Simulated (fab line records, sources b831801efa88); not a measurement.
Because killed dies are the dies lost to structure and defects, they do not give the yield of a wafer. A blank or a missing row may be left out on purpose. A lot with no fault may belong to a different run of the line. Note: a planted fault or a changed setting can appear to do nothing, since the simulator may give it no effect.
Chamber matching :: flow sky130 :: 4 sister chambers for SKY_VIA2_ETCH_15 on rie-diel-03
The step etches SiO2 in C4F8/O2/Ar, stops on TiN, target depth 546 nm, time 84 s. 16 wafers are shown with their chamber, then 8 later ones without.

## WAFERS PAIRED WITH THEIR CHAMBERS
wafer: L075.1
chamber: 2
oes-product-au (a.u.): 0.940

wafer: L075.3
chamber: 1
oes-product-au (a.u.): 0.943

wafer: L075.6
chamber: 1
oes-product-au (a.u.): 0.935

wafer: L080.1
chamber: 2
oes-product-au (a.u.): 0.943

wafer: L080.4
chamber: 3
oes-product-au (a.u.): 0.936

wafer: L080.5
chamber: 1
oes-product-au (a.u.): 0.935

wafer: L082.1
chamber: 2
oes-product-au (a.u.): 0.941

wafer: L082.2
chamber: 1
oes-product-au (a.u.): 0.943

wafer: L082.3
chamber: 3
oes-product-au (a.u.): 0.941

wafer: L083.1
chamber: 0
oes-product-au (a.u.): 0.941

wafer: L083.3
chamber: 2
oes-product-au (a.u.): 0.936

wafer: L083.6
chamber: 0
oes-product-au (a.u.): 0.932

wafer: L086.1
chamber: 1
oes-product-au (a.u.): 0.941

wafer: L086.3
chamber: 0
oes-product-au (a.u.): 0.936

wafer: L086.6
chamber: 0
oes-product-au (a.u.): 0.939

wafer: L087.2
chamber: 2
oes-product-au (a.u.): 0.942

SIGNATURES (averages over the wafers above)
reading: oes-product-au
chamber 0: 0.93700
chamber 1: 0.93940
chamber 2: 0.94040
chamber 3: 0.93850
scatter within a chamber: 0.00359
Rule: a wafer's distance from a chamber is the root of the sum, over the readings, of the square of ((its reading less the chamber's mean) divided by the reading's scatter). The wafer belongs to the nearest chamber; if the next one is less than 2 further off, it can't be placed. The scatter is the square root of a quotient: the sum, over the shown wafers, of each reading's squared deviation from its chamber's mean, divided by wafers minus chambers.

## WAFERS MISSING THEIR CHAMBER
wafer: L087.4
oes-product-au (a.u.): 0.942

wafer: L087.5
oes-product-au (a.u.): 0.942

wafer: L088.1
oes-product-au (a.u.): 0.937

wafer: L088.3
oes-product-au (a.u.): 0.948

wafer: L088.6
oes-product-au (a.u.): 0.941

wafer: L095.1
oes-product-au (a.u.): 0.941

wafer: L095.3
oes-product-au (a.u.): 0.938

wafer: L095.6
oes-product-au (a.u.): 0.942

## CHAMBER TAKEN BY EACH
wafer: L087.4
from the rows above: can't be placed: 2 or 1 or 3 or 0
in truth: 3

wafer: L087.5
from the rows above: can't be placed: 2 or 1 or 3 or 0
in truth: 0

wafer: L088.1
from the rows above: can't be placed: 0 or 3 or 1 or 2
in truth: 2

wafer: L088.3
from the rows above: can't be placed: 2 or 1 or 3 or 0
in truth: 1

wafer: L088.6
from the rows above: can't be placed: 2 or 1 or 3 or 0
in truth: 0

wafer: L095.1
from the rows above: can't be placed: 2 or 1 or 3 or 0
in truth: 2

wafer: L095.3
from the rows above: can't be placed: 3 or 0 or 1 or 2
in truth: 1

wafer: L095.6
from the rows above: can't be placed: 2 or 1 or 3 or 0
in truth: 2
0 of 8 placed correctly. These rows do not allow placing 8 (true chamber among the candidates in 8). Number placed wrongly: 0.
